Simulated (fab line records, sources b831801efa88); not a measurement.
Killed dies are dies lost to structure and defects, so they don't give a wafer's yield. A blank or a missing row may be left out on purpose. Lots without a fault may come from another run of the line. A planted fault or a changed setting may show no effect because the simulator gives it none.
Which tool did it? | flow sky130 | 12 lots, 35 wafers sampled, at 5 steps of a route of 708

WHAT THE GAUGES READ, wafer by wafer
SKY_VT_ADJUST_LVTN_OVL_MEAS_07.
lot  | measured     | on         | VT_ADJUST_LVTN_OVL (nm)
L117 | day 6 20:53  | overlay-01 | -1.3 -0.8 -1.6
L118 | day 7 02:05  | overlay-02 | -1.6 1.4 -1.6
L122 | day 8 01:13  | overlay-02 | -1.8 -0.6 0.1
L123 | day 8 10:34  | overlay-01 | -2.7 -1.3 -2.1
L124 | day 8 18:05  | overlay-01 | -0.8 -0.4 1.3
L125 | day 8 23:22  | overlay-02 | -0.5 -0.1 -0.9
L126 | day 9 03:10  | overlay-01 | -2.1 -2.1 -3.4
L133 | day 11 17:59 | overlay-02 | -4.1 -1.5 -1.6
L134 | day 12 04:24 | overlay-01 | -0.5 0.4
L135 | day 12 03:47 | overlay-01 | 0.5 0.5 0.3
L136 | day 12 12:51 | overlay-02 | 0.6 0.3 1.6
L140 | day 13 04:50 | overlay-02 | -3.1 -3.5 -1.4

SKY_CONTACT_OVL_MEAS_15.
lot  | measured     | on         | CONTACT_OVL (nm)
L117 | day 31 00:58 | overlay-01 | 6 4 -4
L118 | day 31 16:16 | overlay-01 | 8 -2 7
L122 | day 33 23:43 | overlay-01 | -7 3 -1
L123 | day 33 20:27 | overlay-01 | 0 -5 -9
L124 | day 33 22:41 | overlay-02 | 4 3 7
L125 | day 34 13:11 | overlay-02 | 0 -2 0
L126 | day 34 11:18 | overlay-02 | 9 -2 3
L133 | day 37 00:36 | overlay-02 | 1 2 -2
L134 | day 37 15:56 | overlay-01 | -8 -5
L135 | day 37 13:09 | overlay-01 | 8 6 1
L136 | day 38 00:11 | overlay-01 | -3 -3 -1
L140 | day 38 18:39 | overlay-02 | -11 0 -1

WHICH TOOL RAN EACH LOT (tool, then ch and the chambers of the sampled wafers, then the start)
lot  | SKY_FIELD_ISO_COAT_08            | SKY_FIELD_ISO_STRIP_16              | SKY_SD_P_STRIP_10
L117 | litho_track-04 ch 0, day 1 21:00 | plasma_asher-02 ch 0,1, day 2 05:12 | plasma_asher-01 ch 0,1, day 24 22:20
L118 | litho_track-01 ch 0, day 2 02:00 | plasma_asher-02 ch 0,1, day 2 10:06 | plasma_asher-04 ch 0,1, day 25 13:28
L122 | litho_track-03 ch 0, day 2 22:00 | plasma_asher-01 ch 0,1, day 3 07:17 | plasma_asher-02 ch 0,1, day 28 00:10
L123 | litho_track-01 ch 0, day 3 03:00 | plasma_asher-03 ch 0,1, day 3 11:49 | plasma_asher-02 ch 0,1, day 27 22:22
L124 | litho_track-01 ch 0, day 3 08:00 | plasma_asher-02 ch 0,1, day 3 17:10 | plasma_asher-04 ch 0,1, day 27 23:37
L125 | litho_track-01 ch 0, day 3 13:00 | plasma_asher-02 ch 0,1, day 3 22:23 | plasma_asher-04 ch 0,1, day 28 13:46
L126 | litho_track-04 ch 0, day 3 19:00 | plasma_asher-02 ch 0,1, day 4 03:42 | plasma_asher-04 ch 0,1, day 28 13:26
L133 | litho_track-01 ch 0, day 5 08:00 | plasma_asher-03 ch 0,1, day 5 18:01 | plasma_asher-04 ch 0,1, day 31 07:01
L134 | litho_track-01 ch 0, day 5 13:00 | plasma_asher-02 ch 0,1, day 5 23:06 | plasma_asher-01 ch 0,1, day 31 22:55
L135 | litho_track-04 ch 0, day 5 17:00 | plasma_asher-01 ch 0, day 6 03:27   | plasma_asher-02 ch 0,1, day 31 19:28
L136 | litho_track-03 ch 0, day 5 22:00 | plasma_asher-03 ch 0, day 6 08:06   | plasma_asher-04 ch 0,1, day 32 07:00
L140 | litho_track-04 ch 0, day 6 21:00 | plasma_asher-01 ch 0,1, day 7 07:01 | plasma_asher-01 ch 0,1, day 33 01:41
- SKY_FIELD_ISO_COAT_08: resist thk 450 nm.
- SKY_FIELD_ISO_STRIP_16: strips in O2/N2.
- SKY_SD_P_STRIP_10: strips in O2/N2.

WHAT THE TOOLS THEMSELVES READ (means of the sampled wafers that have a number; where no wafer has one, the mark that the record gives instead)
SKY_FIELD_ISO_STRIP_16.
lot  | tool            | drypump_motor_current_A (A) | o2_flow_sccm (sccm) | oes_product_au (a.u.) | strip_time_to_endpoint_s (s)
L117 | plasma_asher-02 | 5.3                         | 3000                | 0.379                 | 3.539
L118 | plasma_asher-02 | 5.3                         | 3010                | 0.382                 | 3.572
L122 | plasma_asher-01 | 5.8                         | 3015                | 0.380                 | 3.562
L123 | plasma_asher-03 | 5.7                         | 3012                | 0.378                 | 3.556
L124 | plasma_asher-02 | 5.3                         | 3000                | 0.377                 | 3.543
L125 | plasma_asher-02 | 5.6                         | 2998                | 0.379                 | 3.584
L126 | plasma_asher-02 | 5.6                         | 3005                | 0.376                 | 3.570
L133 | plasma_asher-03 | 5.7                         | 3003                | 0.358                 | 3.011
L134 | plasma_asher-02 | 5.4                         | 2986                | 0.343                 | 2.751
L135 | plasma_asher-01 | 4.9                         | 3000                | 0.382                 | 3.565
L136 | plasma_asher-03 | 5.6                         | 2993                | 0.375                 | 3.540
L140 | plasma_asher-01 | 5.9                         | 3005                | 0.377                 | 3.554

SKY_SD_P_STRIP_10.
lot  | tool            | drypump_motor_current_A (A) | o2_flow_sccm (sccm) | oes_product_au (a.u.) | strip_time_to_endpoint_s (s)
L117 | plasma_asher-01 | 5.4                         | 2999                | 0.609                 | 17.51
L118 | plasma_asher-04 | 6.1                         | 2993                | 0.622                 | 17.55
L122 | plasma_asher-02 | 5.3                         | 3006                | 0.618                 | 17.51
L123 | plasma_asher-02 | 5.5                         | 3004                | 0.618                 | 17.55
L124 | plasma_asher-04 | 6.1                         | 3001                | 0.618                 | 17.54
L125 | plasma_asher-04 | 6.1                         | 3001                | 0.619                 | 17.49
L126 | plasma_asher-04 | 6.1                         | 3001                | 0.614                 | 17.51
L133 | plasma_asher-04 | 5.8                         | 2998                | 0.615                 | 17.49
L134 | plasma_asher-01 | 5.7                         | 2996                | 0.625                 | 17.51
L135 | plasma_asher-02 | 5.3                         | 3009                | 0.620                 | 17.50
L136 | plasma_asher-04 | 5.7                         | 2994                | 0.617                 | 17.50
L140 | plasma_asher-01 | 5.4                         | 2996                | 0.618                 | 17.50

THE ANSWER, worked out from the rows above alone
Rule: what is usual is taken from the lots themselves. Put in order of their means at a reading, lots are off if they are a third of the lots or fewer, leave a main group of 4 or more, and stand apart from it by a gap of 3 or more times the standard deviation of the main group's means; of several such gaps the widest counts. A main group whose means are all the same, to the digits that the tables above print for the reading, isn't used. A lot without any number at a reading at which 4 lots or more have one is off too. The other lots that the step has rows for count as sound. The gauges are gone through in route order, then the tools' own readings, and for those a lot's mean is taken as printed above. The first step at which some lot is off is used, and at that step the reading that is off furthest; a lot without a number counts as furthest.
Off: L133, L134, at SKY_FIELD_ISO_STRIP_16 (strip_time_to_endpoint_s). The main group: mean 3.558 s, standard deviation 0.014.
A tool fits if, at that step or a process step before it, it ran every lot that is off, and no sound lot after the first of them. One fits: litho_track-01 at SKY_FIELD_ISO_COAT_08. Its last sound lot is L125 (day 3 13:00), its first lot that is off L133 (day 5 08:00): a fault that began between those two fits.

WHAT THE SIMULATOR HAD PUT IN
Process parameter drift: litho_track-01, from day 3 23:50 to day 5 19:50, at SKY_FIELD_ISO_COAT_08. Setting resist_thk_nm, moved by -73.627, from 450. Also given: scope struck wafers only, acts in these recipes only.
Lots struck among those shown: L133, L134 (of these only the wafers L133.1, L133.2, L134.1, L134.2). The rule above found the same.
